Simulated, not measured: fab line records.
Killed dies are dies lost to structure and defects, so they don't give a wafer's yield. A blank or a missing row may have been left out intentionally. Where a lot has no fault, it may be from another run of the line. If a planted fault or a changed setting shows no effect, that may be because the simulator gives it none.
fab line records    flow sky130
record: lots: 7  wafers: 21  lastDay: 50
route steps=708 shown LDD_N@252 LDD_P@255 LDD_HVN@267 PAD_OPEN@708
lots that met no fault: from a run of the same line without faults
startH: start of the lot's first displayed wafer, in hours after the record's first day    waitH: time in hours since the lot's previous step    " as in the row above    L1.1+2: a single row standing in for several wafers    - no value present, or no start provided    * or withheld: withheld    < > ~ a bound
route shown NAME@n: names a module that has steps shown in the file, with the first one's number in the route    usual: the fault-free wafers' mean and standard deviation    same: alike in all rows    chamber/n: place in a boat    sites: per-site readings    _std_site: standard deviation across them    _edge_site: inner sites' mean taken away from outer sites' mean    radiusMm: for every site, how far away it sits from the centre of the wafer    mask NAME#n: copy n    behind: tool/chamber where the wafer was last shaped    hold: cause of the lot's hold/its duration in hours/its outcome    device: the n, p or np transistor that did not switch    end of line: the same wafers' tests at the end of the route    a step given without rows: its recipe and nothing more    killed: count of dies lost to structure and defects at first sort (not the wafer's yield)    map: a wafer's dies, x killed, . not, _ none there
set.NAME: the setting as run; set.NAME@STEP: as run at that earlier step    model.NAME: the simulator's own value behind a step, which no gauge read
a table for each step, a row for each wafer; lots at some steps of the route
services: when a tool's chamber went out of use (startH, in hours from the record's first day, below 0 if earlier), for how many hours, and the reason
== steps ==
step: SKY_LDD_N_IMPLANT_15
recipe: species: BF2  energyKev: 50  doseCm2: 5e+12  tiltDeg: 30  rotationDeg: 270
step: SKY_LDD_N_STRIP_16
recipe: chemistry: O2/N2  powerW: 1400  pressureMtorr: 1500  platenTempC: withheld  o2FlowSccm: 3000  n2FlowSccm: 300  overashFraction: 0.5
usual: drypumpMotorCurrentA: 5.6/0.58  oesProductAu: 0.406/0.0044  stripTimeToEndpointS: 4.316/0.013
lot.wafer  tool            chamber  startH  waitH  drypumpMotorCurrentA  oesProductAu  rfHoursCounterH  stripTimeToEndpointS
L142.1     plasmaAsher-03  0        465.57  0.1    6.3                   0.404         4                4.303
L142.2     "               1        "       "      4.9                   0.406         4                4.293
L142.3     "               0        "       "      6.3                   0.407         -                4.294
L143.2     plasmaAsher-02  0        483.37  0.1    6.4                   0.411         78               4.315
L143.3     "               1        "       "      4.9                   0.402         -                4.328
L143.6     "               1        "       "      4.8                   0.406         -                4.324
L149.1     plasmaAsher-01  1        533.02  0.1    5.8                   0.406         70               4.287
L149.3     "               0        "       "      5.2                   0.402         -                4.292
L149.6     "               0        "       "      5.2                   0.402         -                4.319
L150.1     plasmaAsher-01  1        544.27  0.1    5.8                   0.404         71               4.309
L150.2     "               0        "       "      5.2                   0.416         71               4.317
L150.5     "               0        "       "      5.2                   0.411         -                4.312
L151.1     plasmaAsher-02  0        545.54  0.1    6.4                   0.411         86               4.330
L151.2     "               1        "       "      4.8                   0.409         86               4.321
L151.4     "               0        "       "      6.4                   0.400         -                4.299
L152.1     plasmaAsher-01  1        550.54  0.1    5.8                   0.402         72               4.317
L152.3     "               0        "       "      5.2                   0.402         -                4.325
L152.5     "               1        "       "      5.8                   0.404         -                4.342
L157.1     plasmaAsher-02  1        591.89  0.1    4.8                   0.403         91               4.320
L157.2     "               0        "       "      6.4                   0.416         91               4.336
L157.6     "               1        "       "      4.9                   0.405         -                4.322
step: SKY_LDD_N_TW_MEAS_17
usual: LDD_N_TW: 2588/14
lot.wafer  tool          chamber  startH  waitH  LDD_N_TW
L142.1     filmMetro-04  -        465.67  0.1    2617
L142.2     "             -        "       "      2606
L142.3     "             -        "       "      2613
L143.2     filmMetro-03  -        483.48  0.1    2570
L143.3     "             -        "       "      2582
L143.6     "             -        "       "      2587
L149.1     filmMetro-03  -        533.12  0.1    2570
L149.3     "             -        "       "      2585
L149.6     "             -        "       "      2589
L150.1     filmMetro-02  -        544.37  0.1    2589
L150.2     "             -        "       "      2596
L150.5     "             -        "       "      2592
L151.1     filmMetro-02  -        545.64  0.1    2592
L151.2     "             -        "       "      2597
L151.4     "             -        "       "      2595
L152.1     filmMetro-02  -        550.64  0.1    2607
L152.3     "             -        "       "      2596
L152.5     "             -        "       "      2587
L157.1     filmMetro-03  -        591.99  0.1    2579
L157.2     "             -        "       "      2587
L157.6     "             -        "       "      2584
step: SKY_LDD_P_DEHYDRATE_00
recipe: tempC: 200  timeS: 60
step: SKY_LDD_P_HMDS_01
recipe: primeTimeS: 60  primeTempC: 120
step: SKY_LDD_P_COAT_02
recipe: resist: NOVOLAK  spinRpm: 3000  resistThkNm: 1140
step: SKY_LDD_P_SOFTBAKE_03
recipe: tempC: 90  timeS: 60  resist: NOVOLAK
step: SKY_LDD_P_EXPOSE_04
recipe: maskId: PSDM  na: 0.6  sourceShape: conventional  sigmaOuter: 0.6  polarization: unpolarized  targetCdNm: 380  doseMj: 138
step: SKY_LDD_P_PEB_05
recipe: tempC: withheld  timeS: *  resist: NOVOLAK
step: SKY_LDD_P_DEVELOP_06
recipe: resist: NOVOLAK  developer: TMAH  developTimeS: 60  devTempC: 23
step: SKY_LDD_P_CD_MEAS_07
recipe: targetCdNm: 380
usual: cdNm: 379.8/2.6
lot.wafer  tool      chamber  startH  waitH  cdNm
L142.1     cdSem-02  -        495.80  0.2    379.5
L142.2     "         -        "       "      380.3
L142.3     "         -        "       "      381.7
L143.2     cdSem-02  -        514.01  0.1    379.4
L143.3     "         -        "       "      377.8
L143.6     "         -        "       "      381.0
L149.1     cdSem-02  -        562.55  0.1    379.1
L149.3     "         -        "       "      377.7
L149.6     "         -        "       "      377.8
L150.1     cdSem-02  -        574.18  0.1    379.3
L150.2     "         -        "       "      380.9
L150.5     "         -        "       "      381.2
L151.1     cdSem-01  -        575.44  0.1    377.6
L151.2     "         -        "       "      376.3
L151.4     "         -        "       "      379.7
L152.1     cdSem-02  -        580.09  0.1    377.9
L152.3     "         -        "       "      375.5
L152.5     "         -        "       "      374.6
L157.1     cdSem-02  -        620.18  0.1    380.2
L157.2     "         -        "       "      379.5
L157.6     "         -        "       "      379.8
step: SKY_LDD_P_OVL_MEAS_08
usual: LDD_P_OVL: 0.1/1.4
lot.wafer  tool        chamber  startH  waitH  LDD_P_OVL[nm]
L142.1     overlay-01  -        495.92  0.1    -1.0
L142.2     "           -        "       "      -0.3
L142.3     "           -        "       "      -0.9
L143.2     overlay-01  -        514.11  0.1    -0.9
L143.3     "           -        "       "      -0.6
L143.6     "           -        "       "      -1.4
L149.1     overlay-01  -        562.67  0.1    0.0
L149.3     "           -        "       "      0.7
L149.6     "           -        "       "      -0.2
L150.1     overlay-02  -        574.30  0.1    1.0
L150.2     "           -        "       "      0.1
L150.5     "           -        "       "      1.3
L151.1     overlay-02  -        575.56  0.1    0.4
L151.2     "           -        "       "      1.0
L151.4     "           -        "       "      1.5
L152.1     overlay-01  -        580.21  0.1    0.8
L152.3     "           -        "       "      -0.7
L152.5     "           -        "       "      -0.3
L157.1     overlay-02  -        620.30  0.1    1.1
L157.2     "           -        "       "      -1.0
L157.6     "           -        "       "      1.3
step: SKY_LDD_P_IMPLANT_09
recipe: species: BF2  energyKev: 25  doseCm2: 1e+13  tiltDeg: withheld
usual: doseIonsCm2: 1e+13/1e+10  faradayCurrentUA: 56.4/1.1
same: implantIonAmu: 49
lot.wafer  tool          chamber  startH  waitH  doseIonsCm2  faradayCurrentUA
L142.1     implanter-02  0        495.95  0.0    1.0022e+13   54.5
L142.2     "             0        "       "      1.0014e+13   56.2
L142.3     "             0        "       "      1.0018e+13   58.5
L143.2     implanter-04  0        514.17  0.0    1.0003e+13   55.4
L143.3     "             0        "       "      9.98e+12     57.5
L143.6     "             0        "       "      9.996e+12    57.3
L149.1     implanter-04  0        562.71  0.0    7.814e+12    43.4
L149.3     "             0        "       "      7.84e+12     44.7
L149.6     "             0        "       "      7.828e+12    43.9
L150.1     implanter-04  0        574.33  0.0    7.818e+12    44.3
L150.2     "             0        "       "      7.836e+12    43.1
L150.5     "             0        "       "      7.81e+12     43.5
L151.1     implanter-04  0        575.59  0.0    7.846e+12    43.4
L151.2     "             0        "       "      7.819e+12    44.1
L151.4     "             0        "       "      7.823e+12    44.3
L152.1     implanter-01  0        580.24  0.0    1.0007e+13   56.7
L152.3     "             0        "       "      1.0005e+13   56.7
L152.5     "             0        "       "      1.0011e+13   56.5
L157.1     implanter-02  0        620.33  0.0    1.0004e+13   54.8
L157.2     "             0        "       "      9.995e+12    56.1
L157.6     "             0        "       "      1.0011e+13   56.0
step: SKY_LDD_P_STRIP_10
recipe: chemistry: O2/N2  powerW: 1400  pressureMtorr: 1500  platenTempC: withheld  o2FlowSccm: 3000  n2FlowSccm: 300  overashFraction: 0.5
usual: drypumpMotorCurrentA: 5.6/0.4  oesProductAu: 0.715/0.0038  stripTimeToEndpointS: 14.19/0.053
lot.wafer  tool            chamber  startH  waitH  drypumpMotorCurrentA  oesProductAu  rfHoursCounterH  stripTimeToEndpointS
L142.1     plasmaAsher-04  0        496.10  0.1    5.6                   0.708         37               14.21
L142.2     "               1        "       "      5.8                   0.718         37               14.26
L142.3     "               0        "       "      5.6                   0.711         -                14.22
L143.2     plasmaAsher-03  0        514.29  0.1    6.3                   0.715         7                14.22
L143.3     "               0        "       "      6.2                   0.716         -                14.25
L143.6     "               1        "       "      4.9                   0.724         -                14.21
L149.1     plasmaAsher-04  0        562.86  0.1    5.6                   0.719         42               14.07
L149.3     "               1        "       "      5.8                   0.715         -                14.05
L149.6     "               0        "       "      5.5                   0.718         -                14.11
L150.1     plasmaAsher-03  1        574.48  0.1    4.9                   0.716         14               14.21
L150.2     "               0        "       "      6.3                   0.714         14               14.15
L150.5     "               1        "       "      4.9                   0.716         -                14.23
L151.1     plasmaAsher-03  0        575.74  0.1    6.3                   0.716         14               14.27
L151.2     "               1        "       "      4.9                   0.720         14               14.31
L151.4     "               1        "       "      4.9                   0.716         -                14.27
L152.1     plasmaAsher-01  0        580.39  0.1    5.2                   0.715         75               14.11
L152.3     "               1        "       "      5.8                   0.710         -                14.14
L152.5     "               1        "       "      5.8                   0.721         -                14.14
L157.1     plasmaAsher-03  0        620.48  0.1    6.2                   0.716         19               14.25
L157.2     "               1        "       "      4.9                   0.717         19               14.23
L157.6     "               0        "       "      6.3                   0.712         -                14.27
step: SKY_LDD_P_TW_MEAS_11
usual: LDD_P_TW: 634/3.5
lot.wafer  tool          chamber  startH  waitH  LDD_P_TW
L142.1     filmMetro-03  -        496.20  0.1    639
L142.2     "             -        "       "      634
L142.3     "             -        "       "      639
L143.2     filmMetro-03  -        514.40  0.1    634
L143.3     "             -        "       "      628
L143.6     "             -        "       "      634
L149.1     filmMetro-01  -        562.96  0.1    585
L149.3     "             -        "       "      584
L149.6     "             -        "       "      584
L150.1     filmMetro-03  -        574.58  0.1    584
L150.2     "             -        "       "      585
L150.5     "             -        "       "      587
L151.1     filmMetro-01  -        575.84  0.1    590
L151.2     "             -        "       "      586
L151.4     "             -        "       "      586
L152.1     filmMetro-03  -        580.49  0.1    632
L152.3     "             -        "       "      631
L152.5     "             -        "       "      634
L157.1     filmMetro-03  -        620.58  0.1    634
L157.2     "             -        "       "      634
L157.6     "             -        "       "      638
step: SKY_LDD_HVN_DEHYDRATE_00
recipe: tempC: 200  timeS: 60
step: SKY_PAD_OPEN_PROBE_99
usual: killed_at_M0_to_M3: 43/6.8  killed_at_M4_up: 3.2/1.8  killedAtContacts: 24/5.2  killedAtFrontEnd: 15/4.2  killedAtOther: 0.4/0.62  killedDies: 85/8.7  killedOpen: 46/6.7  killedShort: 39/5.9
same: grossDies: 492  killedAtBackSide: 0
lot.wafer  tool       chamber  startH   waitH  killed_at_M0_to_M3  killed_at_M4_up  killedAtContacts  killedAtFrontEnd  killedAtOther  killedDies  killedOpen  killedShort  model.etest.tipP.rsOhmSq  model.etest.tipP.rsOhmSqRange
L142.1     prober-02  -        1115.97  0.1    34                  7                22                15                0              78          42          36           6893                      159.5
L142.2     prober-02  -        1116.02  0.1    47                  4                21                16                1              89          49          40           6898                      217.8
L142.3     prober-02  -        1116.07  0.2    45                  2                24                15                0              86          47          39           6944                      202.2
L143.2     prober-02  -        1125.40  0.1    55                  2                27                6                 0              90          50          40           6921                      163.3
L143.3     prober-02  -        1125.45  0.2    38                  5                29                7                 1              80          38          42           6955                      237.8
L143.6     prober-02  -        1125.60  0.2    38                  4                15                15                0              72          41          31           6857                      151.4
L149.1     prober-02  -        1154.46  0.1    30                  5                20                21                0              76          40          36           8463                      201.2
L149.3     prober-02  -        1154.56  0.2    36                  1                22                7                 2              68          39          27           8461                      351.9
L149.6     prober-02  -        1154.71  0.2    39                  3                23                19                1              85          46          38           8416                      218.7
L150.1     prober-01  -        1162.77  0.1    43                  4                19                12                0              78          45          33           8381                      277.5
L150.2     prober-01  -        1162.82  0.1    52                  4                20                14                0              90          45          45           8410                      348.7
L150.5     prober-01  -        1162.97  0.2    43                  1                18                18                0              80          48          32           8304                      256.9
L151.1     prober-02  -        1163.92  0.1    41                  1                20                22                0              84          46          38           8437                      282.9
L151.2     prober-02  -        1163.97  0.1    46                  4                23                22                0              95          56          39           8397                      253.2
L151.4     prober-02  -        1164.07  0.2    45                  3                26                20                0              94          47          47           8389                      267.5
L152.1     prober-01  -        1166.31  0.1    34                  3                19                14                0              70          32          38           6959                      204.6
L152.3     prober-01  -        1166.41  0.2    47                  2                35                15                0              99          55          44           7001                      146
L152.5     prober-01  -        1166.51  0.2    46                  1                22                14                1              84          53          30           7023                      170.5
L157.1     prober-02  -        1190.63  0.1    51                  1                21                9                 1              83          44          38           6921                      133
L157.2     prober-02  -        1190.68  0.1    50                  3                32                14                1              100         52          47           6883                      183.2
L157.6     prober-02  -        1190.88  0.2    42                  4                26                11                0              83          42          39           6889                      165.8
killed by level:class
L142.1 LI_CONTACT:geometricParticle:open=7 VIA1:geometricParticle:open=7 CONTACT:geometricParticle:open=6 FIELD_ISO:geometricParticle:open=5 METAL1:geometricParticle:short=5 METAL2:geometricParticle:short=5 METAL2:geometricParticle:open=5 METAL4:geometricParticle:short=5
L142.2 VIA1:geometricParticle:open=12 LI_CONTACT:geometricParticle:open=10 VIA1:geometricParticle:short=8 METAL2:geometricParticle:short=6 VIA3:geometricParticle:short=6 POLY_GATE:geometricParticle:short=5 CONTACT:geometricParticle:open=5 POLY_GATE:geometricParticle:open=4
L142.3 CONTACT:geometricParticle:open=11 METAL1:geometricParticle:short=11 LI_CONTACT:geometricParticle:open=9 VIA3:geometricParticle:open=7 FIELD_ISO:geometricParticle:short=6 VIA1:geometricParticle:open=6 VIA3:geometricParticle:short=5 VIA2:geometricParticle:short=4
L143.2 VIA1:geometricParticle:open=11 VIA2:geometricParticle:open=9 METAL1:geometricParticle:short=8 LOCAL_INTERCONNECT:geometricParticle:short=7 METAL2:geometricParticle:short=6 LI_CONTACT:geometricParticle:open=6 CONTACT:geometricParticle:open=6 VIA2:geometricParticle:short=5
L143.3 LI_CONTACT:geometricParticle:open=8 CONTACT:geometricParticle:open=8 CONTACT:geometricParticle:short=7 METAL1:geometricParticle:short=7 VIA1:geometricParticle:open=7 VIA3:geometricParticle:open=7 VIA1:geometricParticle:short=5 LOCAL_INTERCONNECT:geometricParticle:short=4
L143.6 VIA2:geometricParticle:open=12 VIA1:geometricParticle:open=7 FIELD_ISO:geometricParticle:short=5 CONTACT:geometricParticle:short=5 METAL1:geometricParticle:short=5 VIA3:geometricParticle:open=4 POLY_GATE:geometricParticle:open=4 CONTACT:geometricParticle:open=4
L149.1 VIA1:geometricParticle:short=8 FIELD_ISO:geometricParticle:open=7 LI_CONTACT:geometricParticle:open=7 CONTACT:geometricParticle:open=7 VIA1:geometricParticle:open=7 VIA2:geometricParticle:open=4 FIELD_ISO:geometricParticle:short=3 POLY_CUT:geometricParticle:short=3
L149.3 LI_CONTACT:geometricParticle:open=9 VIA1:geometricParticle:open=9 VIA2:geometricParticle:open=8 CONTACT:geometricParticle:open=6 CONTACT:geometricParticle:short=4 POLY_GATE:geometricParticle:short=3 VIA1:geometricParticle:short=3 METAL2:geometricParticle:short=3
L149.6 VIA1:geometricParticle:open=8 FIELD_ISO:geometricParticle:open=6 LI_CONTACT:geometricParticle:open=6 CONTACT:geometricParticle:open=6 VIA2:geometricParticle:open=6 LI_CONTACT:geometricParticle:short=5 METAL1:geometricParticle:open=5 VIA1:geometricParticle:short=5
L150.1 VIA1:geometricParticle:open=10 CONTACT:geometricParticle:short=8 VIA3:geometricParticle:open=8 CONTACT:geometricParticle:open=7 METAL2:geometricParticle:short=6 VIA2:geometricParticle:open=5 VIA1:geometricParticle:short=4 FIELD_ISO:geometricParticle:short=3
L150.2 METAL2:geometricParticle:short=11 VIA1:geometricParticle:short=10 VIA1:geometricParticle:open=10 LI_CONTACT:geometricParticle:open=6 FIELD_ISO:geometricParticle:open=5 CONTACT:geometricParticle:open=5 METAL1:geometricParticle:short=4 METAL2:geometricParticle:open=4
L150.5 VIA1:geometricParticle:open=9 VIA3:geometricParticle:open=8 LI_CONTACT:geometricParticle:open=8 CONTACT:geometricParticle:open=6 VIA3:geometricParticle:short=5 FIELD_ISO:geometricParticle:open=4 VIA2:geometricParticle:short=4 FIELD_ISO:geometricParticle:short=3
L151.1 VIA1:geometricParticle:open=12 CONTACT:geometricParticle:open=11 METAL2:geometricParticle:short=9 FIELD_ISO:geometricParticle:open=7 POLY_GATE:geometricParticle:short=6 FIELD_ISO:geometricParticle:short=5 CONTACT:geometricParticle:short=4 METAL1:geometricParticle:open=4
L151.2 VIA2:geometricParticle:open=10 VIA3:geometricParticle:open=10 VIA1:geometricParticle:open=10 CONTACT:geometricParticle:open=9 FIELD_ISO:geometricParticle:short=7 LI_CONTACT:geometricParticle:open=5 POLY_GATE:geometricParticle:short=5 FIELD_ISO:geometricParticle:open=4
L151.4 CONTACT:geometricParticle:open=9 LOCAL_INTERCONNECT:geometricParticle:short=8 VIA2:geometricParticle:open=8 FIELD_ISO:geometricParticle:short=7 METAL1:geometricParticle:short=7 VIA1:geometricParticle:open=7 FIELD_ISO:geometricParticle:open=5 METAL2:geometricParticle:open=5
L152.1 LI_CONTACT:geometricParticle:open=7 VIA2:geometricParticle:open=6 SPACER:geometricParticle:short=5 CONTACT:geometricParticle:short=5 METAL1:geometricParticle:short=5 VIA1:geometricParticle:short=5 POLY_GATE:geometricParticle:short=4 CONTACT:geometricParticle:open=4
L152.3 CONTACT:geometricParticle:open=13 VIA1:geometricParticle:open=12 CONTACT:geometricParticle:short=9 VIA3:geometricParticle:open=8 METAL2:geometricParticle:short=7 LI_CONTACT:geometricParticle:open=6 METAL1:geometricParticle:short=6 VIA2:geometricParticle:open=6
L152.5 VIA1:geometricParticle:open=13 CONTACT:geometricParticle:open=9 VIA2:geometricParticle:open=8 VIA3:geometricParticle:open=7 FIELD_ISO:geometricParticle:short=6 CONTACT:geometricParticle:short=5 LI_CONTACT:geometricParticle:open=4 FIELD_ISO:geometricParticle:open=3
L157.1 VIA1:geometricParticle:open=11 METAL2:geometricParticle:short=9 CONTACT:geometricParticle:open=7 LOCAL_INTERCONNECT:geometricParticle:short=6 VIA1:geometricParticle:short=6 METAL3:geometricParticle:short=6 VIA2:geometricParticle:open=5 VIA3:geometricParticle:open=5
L157.2 VIA1:geometricParticle:open=10 CONTACT:geometricParticle:open=9 METAL2:geometricParticle:short=9 LI_CONTACT:geometricParticle:open=7 VIA2:geometricParticle:open=7 LI_CONTACT:geometricParticle:short=5 LOCAL_INTERCONNECT:geometricParticle:short=5 CONTACT:geometricParticle:short=5
L157.6 CONTACT:geometricParticle:open=9 VIA2:geometricParticle:open=6 LOCAL_INTERCONNECT:geometricParticle:short=6 VIA1:geometricParticle:open=6 METAL2:geometricParticle:short=6 VIA3:geometricParticle:open=6 METAL4:geometricParticle:short=4 LOCAL_INTERCONNECT:geometricParticle:open=4
== services ==
tool            chamber  startH  hours  kind
plasmaAsher-03  -        489.02  14.6   pm
implanter-02    -        503.53  3.3    repair
plasmaAsher-04  -        509.19  14.6   pm
implanter-01    -        527.61  5.5    repair
plasmaAsher-04  -        555.10  6.4    repair
plasmaAsher-04  -        555.39  1.1    repair
implanter-04    -        556.06  1.2    repair
implanter-04    -        579.88  5.6    repair
implanter-01    -        586.32  25.1   pm
implanter-01    -        611.43  31.3   pm
== key ==
firstSign: step: SKY_LDD_P_IMPLANT_09  reading: doseIonsCm2  direction: down  sigmas: 99+  usual: *  struck: *
effect: step: SKY_LDD_P_IMPLANT_09  reading: faradayCurrentUA  direction: down  sigmas: 11  usual: 56.4  struck: 43.8
effect: step: SKY_LDD_P_TW_MEAS_11  reading: LDD_P_TW  direction: down  sigmas: 14  usual: 634  struck: 586
modelEffect: step: SKY_PAD_OPEN_PROBE_99  value: etest.tipP.rsOhmSq  without: 6848  struck: 8406
metAt SKY_LDD_P_IMPLANT_09
struckWafers L149.1,L149.3,L149.6,L150.1,L150.2,L150.5,L151.1,L151.2,L151.4
testerLeftOut L149,L150,L151
onsetBetween 514.17 562.71
fault: kind: processParameterDrift  tool: implanter-04  chamber: -  onsetH: 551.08  steps: SKY_LDD_P_IMPLANT_09  channel: doseCm2  offset: *  shape: step  endH: 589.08  actsIn: *  stated: *
testerLeftOut: of these lots the tester's yield and bins aren't shown, on N5 and GAA mostly nor the transistor test; their killed dies are dies lost to structure and defects alone, not to doping, threshold or leakage, so they don't give the yield
